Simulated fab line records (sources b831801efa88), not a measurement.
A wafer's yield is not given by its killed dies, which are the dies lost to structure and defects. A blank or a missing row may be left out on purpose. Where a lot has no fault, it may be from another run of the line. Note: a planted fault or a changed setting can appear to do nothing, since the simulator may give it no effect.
Which tool was responsible? ; flow gf180mcu ; 10 lots with 30 wafers sampled at 6 steps, on a route of 602 steps

## WHAT THE GAUGES SHOWED, per wafer
GF_M2_THK_MEAS_06: measures by xrf. Usual: for M2_ALCU_THK the level is 446 nm and the standard deviation is 4.7.
lot;measured;on;M2_ALCU_THK (nm);flag
L258;day 17 13:03;filmMetro-01;445 445 446;
L259;day 18 10:51;filmMetro-03;446 442 449;
L261;day 18 18:24;filmMetro-01;446 446 455;
L265;day 22 06:35;filmMetro-02;445 450 444;
L267;day 22 07:35;filmMetro-01;445 441 446;
L270;day 23 02:56;filmMetro-03;446 445 449;
L271;day 23 23:08;filmMetro-03;445 444 444;
L272;day 24 01:56;filmMetro-02;450 447 450;
L278;day 26 04:35;filmMetro-03;440 438 444;
L280;day 26 15:32;filmMetro-02;443 442 449;

GF_M3_RS_MEAS_05: a four-point-probe measurement. Usual: for M3_ALCU_RS the level is 0.0697 ohm/sq and the standard deviation is 0.00091.
lot;measured;on;M3_ALCU_RS (ohm/sq);flag
L258;day 19 16:35;filmMetro-02;0.0691 0.0685 0.0698;
L259;day 20 14:42;filmMetro-01;0.0689 0.0697 0.0692;
L261;day 20 22:52;filmMetro-01;0.0694 0.0693 0.0699;
L265;day 24 06:02;filmMetro-01;0.0715 0.0706 0.0706;
L267;day 24 07:55;filmMetro-04;0.0703 0.0701 0.0683;
L270;day 25 01:41;filmMetro-01;0.0712 0.0702 0.0859;OFF
L271;day 25 21:37;filmMetro-04;0.0696 0.0690 0.0827;OFF
L272;day 25 23:12;filmMetro-01;0.0693 0.0696 0.0699;
L278;day 27 23:32;filmMetro-01;0.0706 0.0700 0.0698;
L280;day 28 10:13;filmMetro-01;0.0698 0.0707 0.0703;

GF_M3_THK_MEAS_06: measures by xrf. Usual: for M3_ALCU_THK the level is 444 nm and the standard deviation is 5.8.
lot;measured;on;M3_ALCU_THK (nm);flag
L258;day 19 16:43;filmMetro-02;446 449 442;
L259;day 20 14:49;filmMetro-01;452 446 449;
L261;day 20 22:59;filmMetro-01;447 451 444;
L265;day 24 06:08;filmMetro-01;436 441 442;
L267;day 24 08:02;filmMetro-04;437 438 451;
L270;day 25 01:49;filmMetro-01;438 445 362;OFF
L271;day 25 21:44;filmMetro-04;446 448 374;OFF
L272;day 25 23:19;filmMetro-01;448 449 445;
L278;day 27 23:39;filmMetro-01;440 444 445;
L280;day 28 10:19;filmMetro-01;446 444 445;

GF_M3_CD_MEAS_14: target cd 280 nm. Usual: cdNm 280.2 nm, standard deviation 1.2.
lot;measured;on;cdNm (nm);flag
L258;day 20 17:46;cdSem-01;280.2 279.4 280.1;
L259;day 21 14:47;cdSem-02;283.4 283.1 283.3;
L261;day 21 22:45;cdSem-02;279.9 280.8 279.2;
L265;day 25 02:53;cdSem-01;280.4 280.2 280.3;
L267;day 25 05:08;cdSem-02;281.9 281.9 281.0;
L270;day 25 22:48;cdSem-02;278.6 280.2 279.1;
L271;day 26 17:02;cdSem-02;279.1 279.6 279.1;
L272;day 26 19:21;cdSem-01;279.8 279.6 279.3;
L278;day 28 18:04;cdSem-02;280.6 280.9 281.8;
L280;day 29 04:52;cdSem-01;279.8 280.1 279.9;

## TOOL THAT RAN EACH LOT (tool first, then ch and the chambers of the sampled wafers, then the start)
lot;GF_M3_SPUTTER_02;GF_M3_SPUTTER_03
L258;pvdSputter-02, day 19 16:30;pvdSputter-02, day 19 16:32
L259;pvdSputter-01, day 20 14:35;pvdSputter-01, day 20 14:37
L261;pvdSputter-02, day 20 22:46;pvdSputter-02, day 20 22:47
L265;pvdSputter-02, day 24 05:55;pvdSputter-02, day 24 05:56
L267;pvdSputter-02, day 24 07:49;pvdSputter-02, day 24 07:50
L270;pvdSputter-02, day 25 01:36;pvdSputter-02, day 25 01:38
L271;pvdSputter-02, day 25 21:31;pvdSputter-02, day 25 21:33
L272;pvdSputter-04, day 25 23:05;pvdSputter-04, day 25 23:07
L278;pvdSputter-01, day 27 23:26;pvdSputter-01, day 27 23:28
L280;pvdSputter-01, day 28 10:06;pvdSputter-01, day 28 10:08
- GF_M3_SPUTTER_02: material AlCu, target thk 450 nm, time 23.9 s.
- GF_M3_SPUTTER_03: material Ti, target thk 10 nm, time 6.7 s.

## AS READ BY THE TOOLS THEMSELVES (means over the sampled wafers that have a number; for cases with no such wafer, the mark the record gives instead)
GF_M3_SPUTTER_02. Usual: cathodeDcPowerW 10600 W, standard deviation 1.8; throttleValvePct 29.9 %, standard deviation 0.64.
lot;tool;cathodeDcPowerW (W);throttleValvePct (%);flag
L258;pvdSputter-02;10601;29.8;
L259;pvdSputter-01;10600;29.0;
L261;pvdSputter-02;10600;30.1;
L265;pvdSputter-02;10601;29.9;
L267;pvdSputter-02;10602;29.4;
L270;pvdSputter-02;10600;29.9;
L271;pvdSputter-02;10601;29.6;
L272;pvdSputter-04;10602;30.2;
L278;pvdSputter-01;10599;29.7;
L280;pvdSputter-01;10599;29.0;

GF_M3_SPUTTER_03. Usual: cathodeDcPowerW 2999.9 W, standard deviation 0.54; throttleValvePct 29.9 %, standard deviation 0.63.
lot;tool;cathodeDcPowerW (W);throttleValvePct (%);flag
L258;pvdSputter-02;2999.8;29.7;
L259;pvdSputter-01;2999.7;29.0;
L261;pvdSputter-02;2999.9;29.8;
L265;pvdSputter-02;3000.1;29.9;
L267;pvdSputter-02;2999.7;29.5;
L270;pvdSputter-02;2999.7;29.9;
L271;pvdSputter-02;2999.3;29.5;
L272;pvdSputter-04;2999.8;30.3;
L278;pvdSputter-01;2999.8;29.8;
L280;pvdSputter-01;2999.9;29.0;

## THE ANSWER, worked out from the rows above alone
Rule: take the mean of a lot's wafers that have a number; if it is more than 3 standard deviations from the usual mean, the lot is off. Also off: a lot with no number at a reading for which 4 or more lots have one. The other lots that the step has rows for count as sound. After the gauges, taken in route order, come the tools' own readings; for these a lot's mean is taken, as printed above. At the first step where some lot is off, the reading lying furthest off is the one used; lots without a number count as furthest.
Off: L270, L271, seen at GF_M3_RS_MEAS_05 (M3_ALCU_RS).
If a tool, at a process step before that reading, ran all the lots that are off and no sound lot after the first of them, it fits. Those tools and the gauges at GF_M3_RS_MEAS_05 are tried in the same way. One fits: GF_M3_SPUTTER_02 and GF_M3_SPUTTER_03 on pvdSputter-02. At GF_M3_SPUTTER_02 its last sound lot is L267 (day 24 07:49), its first lot that is off L270 (day 25 01:36): a fault that began between those two fits.

## WHAT THE SIMULATOR HAD INSERTED
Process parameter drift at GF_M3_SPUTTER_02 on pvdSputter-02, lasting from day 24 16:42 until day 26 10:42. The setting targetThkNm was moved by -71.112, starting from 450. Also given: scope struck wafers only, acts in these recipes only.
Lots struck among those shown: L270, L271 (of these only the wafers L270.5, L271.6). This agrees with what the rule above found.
